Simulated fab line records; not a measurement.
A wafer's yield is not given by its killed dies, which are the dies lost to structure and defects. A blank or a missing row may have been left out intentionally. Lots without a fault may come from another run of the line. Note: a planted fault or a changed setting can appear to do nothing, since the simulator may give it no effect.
fab line records -- flow sky130
[record] lots = 12, wafers = 36, lastDay = 50
route steps=708 shown PWDE@53 SONOS_ONO@169 GATE_OXIDE@200 LI_CONTACT@381
lots untouched by any fault: they come from a run of this same line in which no faults occurred
startH: start of the lot's first displayed wafer, in hours after the record's first day -- waitH: hours elapsed since this lot's preceding step -- " unchanged from the row above -- L1.1+2: a row that stands for several wafers -- - no value present, or no start provided -- * or withheld: withheld -- < > ~ a bound
route shown NAME@n: a module of which the file shows steps, and the number in the route of the first -- usual: average and standard deviation across the fault-free wafers -- same: alike in all rows -- chamber/n: place in a boat -- sites: the reading at each site -- _std_site: the standard deviation of these -- _edge_site: mean of outer sites minus mean of inner sites -- radiusMm: how far each site lies from the wafer's centre -- mask NAME#n: copy n -- behind: tool/chamber where the wafer was last shaped -- hold: why the lot was held/for how many hours/how that ended -- device: which transistor (n, p or np) failed to switch -- end of line: the same wafers' tests at the end of the route -- step lacking rows: just its recipe -- killed: count of dies lost to structure and defects at first sort (not the wafer's yield) -- map: shows each die of a wafer: x if killed, . if not, _ if none is there
set.NAME: the run value of the setting; set.NAME@STEP: its run value at that earlier step -- model.NAME: the simulator's own value behind a step, which no gauge read
the route's steps for a sample of lots (tables are steps, rows are wafers)
services: when a tool's chamber went out of use (startH, in hours from the record's first day, below 0 if earlier), for how many hours, and the reason
[[steps]]
[step SKY_PWDE_IMPLANT_08]
[recipe] species = B, energyKev = 150, doseCm2 = 3.6e+12, tiltDeg = withheld
lot.wafer,tool,chamber,startH,waitH
L178.1+3+6,implanter-01,0,76.69,0.0
L179.1+3+4,implanter-02,0,80.02,0.0
L186.3+4+6,implanter-02,0,125.22,0.1
L186.3+4+6,implanter-02,0,125.53,0.3
L187.1+3+5,implanter-01,0,126.17,0.0
L187.1+3+5,implanter-01,0,126.48,0.3
L188.1+3+6,implanter-04,0,133.52,0.0
L191.4+5+6,implanter-04,0,151.31,0.1
L191.4+5+6,implanter-04,0,151.63,0.3
L194.3+4+5,implanter-04,0,176.84,0.1
L196.1+3+6,implanter-01,0,177.79,0.0
L197.2+3+5,implanter-02,0,200.34,0.0
L198.2+4+6,implanter-02,0,209.99,0.0
L200.2+3+5,implanter-04,0,210.06,0.0
L199.1+2+6,implanter-01,0,210.74,0.0
[step SKY_PWDE_TW_MEAS_10]
[usual] PWDE_TW = 375/4.4
lot.wafer,tool,chamber,startH,waitH,PWDE_TW
L178.1,filmMetro-01,-,76.94,0.1,382
L178.3,filmMetro-01,-,76.94,0.1,382
L178.6,filmMetro-01,-,76.94,0.1,379
L179.1,filmMetro-03,-,80.27,0.1,372
L179.3,filmMetro-03,-,80.27,0.1,374
L179.4,filmMetro-03,-,80.27,0.1,373
L186.3,filmMetro-03,-,125.83,0.1,456
L186.4,filmMetro-03,-,125.83,0.1,459
L186.6,filmMetro-03,-,125.83,0.1,458
L187.1,filmMetro-01,-,126.73,0.1,472
L187.3,filmMetro-01,-,126.73,0.1,470
L187.5,filmMetro-01,-,126.73,0.1,469
L188.1,filmMetro-01,-,133.77,0.1,383
L188.3,filmMetro-01,-,133.77,0.1,381
L188.6,filmMetro-01,-,133.77,0.1,382
L191.4,filmMetro-04,-,151.84,0.1,466
L191.5,filmMetro-04,-,151.84,0.1,464
L191.6,filmMetro-04,-,151.84,0.1,465
L194.3,filmMetro-01,-,177.06,0.1,379
L194.4,filmMetro-01,-,177.06,0.1,378
L194.5,filmMetro-01,-,177.06,0.1,376
L196.1,filmMetro-04,-,178.04,0.1,377
L196.3,filmMetro-04,-,178.04,0.1,376
L196.6,filmMetro-04,-,178.04,0.1,376
L197.2,filmMetro-03,-,200.58,0.1,374
L197.3,filmMetro-03,-,200.58,0.1,374
L197.5,filmMetro-03,-,200.58,0.1,372
L198.2,filmMetro-01,-,210.23,0.1,380
L198.4,filmMetro-01,-,210.23,0.1,378
L198.6,filmMetro-01,-,210.23,0.1,379
L200.2,filmMetro-04,-,210.30,0.1,373
L200.3,filmMetro-04,-,210.30,0.1,373
L200.5,filmMetro-04,-,210.30,0.1,373
L199.1,filmMetro-01,-,210.99,0.1,381
L199.2,filmMetro-01,-,210.99,0.1,382
L199.6,filmMetro-01,-,210.99,0.1,380
[step SKY_NWELL_RS_MEAS_31]
[recipe] thkMeasGauge = four-point-probe
[usual] PWDE_RS = 5273/16
lot.wafer,tool,chamber,startH,waitH,PWDE_RS[ohm/sq]
L178.1,filmMetro-01,-,112.45,0.1,5295
L178.3,filmMetro-01,-,112.45,0.1,5292
L178.6,filmMetro-01,-,112.45,0.1,5303
L179.1,filmMetro-04,-,117.34,0.1,5273
L179.3,filmMetro-04,-,117.34,0.1,5263
L179.4,filmMetro-04,-,117.34,0.1,5267
L186.3,filmMetro-03,-,163.90,0.1,3116
L186.4,filmMetro-03,-,163.90,0.1,3115
L186.6,filmMetro-03,-,163.90,0.1,3124
L187.1,filmMetro-03,-,165.10,0.1,3123
L187.3,filmMetro-03,-,165.10,0.1,3127
L187.5,filmMetro-03,-,165.10,0.1,3137
L188.1,filmMetro-04,-,172.95,0.1,5252
L188.3,filmMetro-04,-,172.95,0.1,5252
L188.6,filmMetro-04,-,172.95,0.1,5276
L191.4,filmMetro-04,-,191.30,0.1,3107
L191.5,filmMetro-04,-,191.30,0.1,3111
L191.6,filmMetro-04,-,191.30,0.1,3108
L194.3,filmMetro-03,-,220.74,0.1,5265
L194.4,filmMetro-03,-,220.74,0.1,5292
L194.5,filmMetro-03,-,220.74,0.1,5274
L196.1,filmMetro-04,-,222.05,0.1,5234
L196.3,filmMetro-04,-,222.05,0.1,5263
L196.6,filmMetro-04,-,222.05,0.1,5262
L197.2,filmMetro-03,-,245.84,0.1,5262
L197.3,filmMetro-03,-,245.84,0.1,5276
L197.5,filmMetro-03,-,245.84,0.1,5282
L198.2,filmMetro-01,-,256.61,0.1,5297
L198.4,filmMetro-01,-,256.61,0.1,5273
L198.6,filmMetro-01,-,256.61,0.1,5275
L200.2,filmMetro-03,-,256.96,0.1,5247
L200.3,filmMetro-03,-,256.96,0.1,5250
L200.5,filmMetro-03,-,256.96,0.1,5268
L199.1,filmMetro-01,-,257.45,0.1,5257
L199.2,filmMetro-01,-,257.45,0.1,5258
L199.6,filmMetro-01,-,257.45,0.1,5246
[step SKY_SONOS_ONO_THK_MEAS_01]
[recipe] reads = SiO2_of_SONOS_ONO_OXIDATION_00
[usual] SONOS_ONO_OXIDATION_THK = 2.61/0.067
lot.wafer,tool,chamber,startH,waitH,SONOS_ONO_OXIDATION_THK[nm]
L178.1,filmMetro-02,-,260.78,0.0,2.71
L178.3,filmMetro-02,-,260.78,0.0,2.68
L178.6,filmMetro-02,-,260.78,0.0,2.67
L179.1,filmMetro-04,-,270.54,0.0,2.61
L179.3,filmMetro-04,-,270.54,0.0,2.63
L179.4,filmMetro-04,-,270.54,0.0,2.62
L186.3,filmMetro-02,-,325.74,0.0,2.56
L186.4,filmMetro-02,-,325.74,0.0,2.60
L186.6,filmMetro-02,-,325.74,0.0,2.58
L187.1,filmMetro-02,-,330.10,0.0,2.54
L187.3,filmMetro-02,-,330.10,0.0,2.53
L187.5,filmMetro-02,-,330.10,0.0,2.52
L188.1,filmMetro-02,-,338.00,0.0,2.57
L188.3,filmMetro-02,-,338.00,0.0,2.55
L188.6,filmMetro-02,-,338.00,0.0,2.54
L191.4,filmMetro-04,-,370.24,0.0,2.62
L191.5,filmMetro-04,-,370.24,0.0,2.69
L191.6,filmMetro-04,-,370.24,0.0,2.66
L194.3,filmMetro-03,-,399.77,0.0,2.66
L194.4,filmMetro-03,-,399.77,0.0,2.69
L194.5,filmMetro-03,-,399.77,0.0,2.61
L196.1,filmMetro-02,-,404.82,0.0,2.52
L196.3,filmMetro-02,-,404.82,0.0,2.50
L196.6,filmMetro-02,-,404.82,0.0,2.54
L197.2,filmMetro-03,-,436.45,0.0,2.60
L197.3,filmMetro-03,-,436.45,0.0,2.56
L197.5,filmMetro-03,-,436.45,0.0,2.55
L198.2,filmMetro-02,-,451.13,0.0,2.53
L198.4,filmMetro-02,-,451.13,0.0,2.58
L198.6,filmMetro-02,-,451.13,0.0,2.56
L200.2,filmMetro-04,-,451.13,0.0,2.61
L200.3,filmMetro-04,-,451.13,0.0,2.64
L200.5,filmMetro-04,-,451.13,0.0,2.61
L199.1,filmMetro-03,-,451.14,0.0,2.62
L199.2,filmMetro-03,-,451.14,0.0,2.53
L199.6,filmMetro-03,-,451.14,0.0,2.63
[step SKY_GATE_OXIDE_STRIP_13]
[recipe] chemistry = O2/N2, powerW = 1400, pressureMtorr = 1500, platenTempC = withheld, o2FlowSccm = 3000, n2FlowSccm = 300, overashFraction = 0.5
[usual] drypumpMotorCurrentA = 5.79/0.26, oesProductAu = 0.715/0.0045, stripTimeToEndpointS = 14.18/0.041
lot.wafer,tool,chamber,startH,waitH,drypumpMotorCurrentA,oesProductAu,rfHoursCounterH,stripTimeToEndpointS
L178.1,plasmaAsher-02,0,317.49,0.0,6.13,0.715,50,14.15
L178.3,plasmaAsher-02,1,317.49,0.0,5.46,0.718,-,14.22
L178.6,plasmaAsher-02,0,317.49,0.0,6.12,0.713,-,14.18
L179.1,plasmaAsher-04,1,324.82,0.0,5.93,0.716,63,14.18
L179.3,plasmaAsher-04,0,324.82,0.0,5.55,0.721,-,14.16
L179.4,plasmaAsher-04,1,324.82,0.0,5.93,0.708,-,14.11
L186.3,plasmaAsher-03,1,385.08,0.0,5.68,0.712,-,14.20
L186.4,plasmaAsher-03,0,385.08,0.0,6.08,0.720,-,14.22
L186.6,plasmaAsher-03,0,385.08,0.0,6.07,0.719,-,14.22
L187.1,plasmaAsher-04,0,390.24,0.0,5.51,0.721,69,14.15
L187.3,plasmaAsher-04,1,390.24,0.0,5.98,0.707,-,14.17
L187.5,plasmaAsher-04,0,390.24,0.0,5.52,0.706,-,14.21
L188.1,plasmaAsher-03,0,404.90,0.0,6.07,0.716,70,14.16
L188.3,plasmaAsher-03,0,404.90,0.0,6.08,0.718,-,14.20
L188.6,plasmaAsher-03,1,404.90,0.0,5.75,0.712,-,14.22
L191.4,plasmaAsher-02,1,431.26,0.0,5.49,0.711,-,14.21
L191.5,plasmaAsher-02,0,431.26,0.0,6.11,0.709,-,14.17
L191.6,plasmaAsher-02,1,431.26,0.0,5.46,0.719,-,14.14
L194.3,plasmaAsher-03,1,465.25,0.0,5.69,0.721,-,14.14
L194.4,plasmaAsher-03,0,465.25,0.0,6.06,0.714,-,14.14
L194.5,plasmaAsher-03,0,465.25,0.0,6.05,0.714,-,14.18
L196.1,plasmaAsher-02,0,472.70,0.0,6.14,0.718,64,14.09
L196.3,plasmaAsher-02,0,472.70,0.0,6.12,0.712,-,14.10
L196.6,plasmaAsher-02,0,472.70,0.0,6.12,0.714,-,14.15
L197.2,plasmaAsher-02,0,502.35,0.0,6.13,0.725,67,14.10
L197.3,plasmaAsher-02,1,502.35,0.0,5.47,0.712,-,14.12
L197.5,plasmaAsher-02,1,502.35,0.0,5.51,0.720,-,14.09
L200.2,plasmaAsher-04,1,518.92,0.0,5.95,0.721,81,14.12
L200.3,plasmaAsher-04,1,518.92,0.0,5.93,0.708,-,14.17
L200.5,plasmaAsher-04,1,518.92,0.0,5.95,0.715,-,14.16
L198.2,plasmaAsher-03,1,519.39,0.0,5.71,0.719,9,14.13
L198.4,plasmaAsher-03,1,519.39,0.0,5.73,0.713,-,14.16
L198.6,plasmaAsher-03,1,519.39,0.0,5.73,0.715,-,14.17
L199.1,plasmaAsher-04,1,519.55,0.0,5.92,0.725,81,14.20
L199.2,plasmaAsher-04,0,519.55,0.0,5.52,0.718,81,14.18
L199.6,plasmaAsher-04,0,519.55,0.0,5.56,0.711,-,14.18
[step SKY_LI_CONTACT_SPUTTER_19]
[recipe] material = Ti, targetThkNm = 20, chamberPressurePa = 5, powerW = 2500, substrateTempC = 200, timeS = 106.37
[usual] cathodeDcPowerW = 2500.0/0.42, throttleValvePct = 29.6/0.86
lot.wafer,tool,chamber,startH,waitH,cathodeDcPowerW,throttleValvePct
L178.1,pvdSputter-03,-,689.19,0.0,2499.6,29.0
L178.3,pvdSputter-03,-,689.19,0.0,2499.8,29.1
L178.6,pvdSputter-03,-,689.19,0.0,2499.9,30.8
L179.1,pvdSputter-02,-,693.22,0.0,2500.4,30.5
L179.3,pvdSputter-02,-,693.22,0.0,2500.5,30.2
L179.4,pvdSputter-02,-,693.22,0.0,2500.6,29.5
L186.3,pvdSputter-02,-,758.06,0.0,2500.3,30.4
L186.4,pvdSputter-02,-,758.06,0.0,2499.8,30.6
L186.6,pvdSputter-02,-,758.06,0.0,2499.6,29.5
L187.1,pvdSputter-01,-,758.09,0.0,2500.2,29.9
L187.3,pvdSputter-01,-,758.09,0.0,2500.2,29.1
L187.5,pvdSputter-01,-,758.09,0.0,2499.8,30.0
L188.1,pvdSputter-03,-,773.64,0.0,2499.8,29.1
L188.3,pvdSputter-03,-,773.64,0.0,2499.6,30.9
L188.6,pvdSputter-03,-,773.64,0.0,2500.1,29.4
L191.4,pvdSputter-02,-,790.72,0.0,2499.6,30.4
L191.5,pvdSputter-02,-,790.72,0.0,2499.6,30.7
L191.6,pvdSputter-02,-,790.72,0.0,2500.2,29.4
L194.3,pvdSputter-03,-,822.06,0.0,2500.2,29.1
L194.4,pvdSputter-03,-,822.06,0.0,2500.3,30.7
L194.5,pvdSputter-03,-,822.06,0.0,2500.8,29.0
L196.1,pvdSputter-02,-,825.66,0.0,2500.2,30.7
L196.3,pvdSputter-02,-,825.66,0.0,2500.4,29.3
L196.6,pvdSputter-02,-,825.66,0.0,2499.7,29.4
L197.2,pvdSputter-03,-,853.91,0.0,2499.8,28.7
L197.3,pvdSputter-03,-,853.91,0.0,2499.9,30.8
L197.5,pvdSputter-03,-,853.91,0.0,2499.5,29.3
L200.2,pvdSputter-01,-,865.78,0.0,2500.3,27.8
L200.3,pvdSputter-01,-,865.78,0.0,2500.5,29.7
L200.5,pvdSputter-01,-,865.78,0.0,2500.2,27.5
L199.1,pvdSputter-02,-,869.06,0.0,2499.6,29.5
L199.2,pvdSputter-02,-,869.06,0.0,2499.3,29.4
L199.6,pvdSputter-02,-,869.06,0.0,2500.2,29.5
L198.2,pvdSputter-03,-,870.73,0.0,2500.2,29.4
L198.4,pvdSputter-03,-,870.73,0.0,2499.1,28.9
L198.6,pvdSputter-03,-,870.73,0.0,2499.6,30.8
[[services]]
tool,chamber,startH,hours,kind
implanter-02,-,76.17,1.7,repair
implanter-04,-,92.97,3.8,repair
implanter-01,-,105.78,8.2,repair
implanter-02,-,111.44,2.6,repair
pvdSputter-02,-,113.72,8.9,repair
implanter-01,-,133.49,8.2,repair
implanter-01,-,223.21,21.4,pm
pvdSputter-03,-,223.77,1.5,repair
pvdSputter-03,-,228.75,7.4,repair
pvdSputter-02,-,269.66,1.0,repair
pvdSputter-02,-,274.27,8.2,repair
implanter-02,-,276.81,4.1,pm
implanter-02,-,281.60,4.1,pm
pvdSputter-03,-,296.27,3.4,repair
implanter-02,-,309.72,11.7,pm
implanter-01,-,314.03,1.2,repair
implanter-04,-,324.28,7.2,pm
implanter-04,-,332.42,3.6,pm
implanter-01,-,334.93,3.4,repair
pvdSputter-03,-,358.15,4.4,repair
implanter-01,-,368.88,3.6,pm
implanter-02,-,372.46,2.0,repair
implanter-04,-,372.81,1.3,repair
implanter-02,-,373.43,2.2,repair
[[key]]
[firstSign] step = SKY_PWDE_IMPLANT_08, reading = visit, direction = added
[effect] step = SKY_PWDE_TW_MEAS_10, reading = PWDE_TW, direction = up, sigmas = 20, usual = 375, struck = 464
[effect] step = SKY_NWELL_RS_MEAS_31, reading = PWDE_RS, direction = down, sigmas = 99+, usual = 5273, struck = 3118
metAt SKY_PWDE_IMPLANT_08
struckLots L186,L187,L191
testerLeftOut L186,L187,L191
notActingAt SKY_SONOS_ONO_THK_MEAS_01,SKY_GATE_OXIDE_STRIP_13,SKY_LI_CONTACT_SPUTTER_19
[fault] kind = repeatedStepWhole, tool = implanter-01,implanter-02,implanter-04, chamber = -, onsetH = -, steps = SKY_PWDE_IMPLANT_08, times = 1, scope = struckLotsOnly
// testerLeftOut: of these lots the tester's yield and bins aren't shown, on N5 and GAA mostly nor the transistor test; their killed dies are dies lost to structure and defects alone, not to doping, threshold or leakage, so they don't give the yield
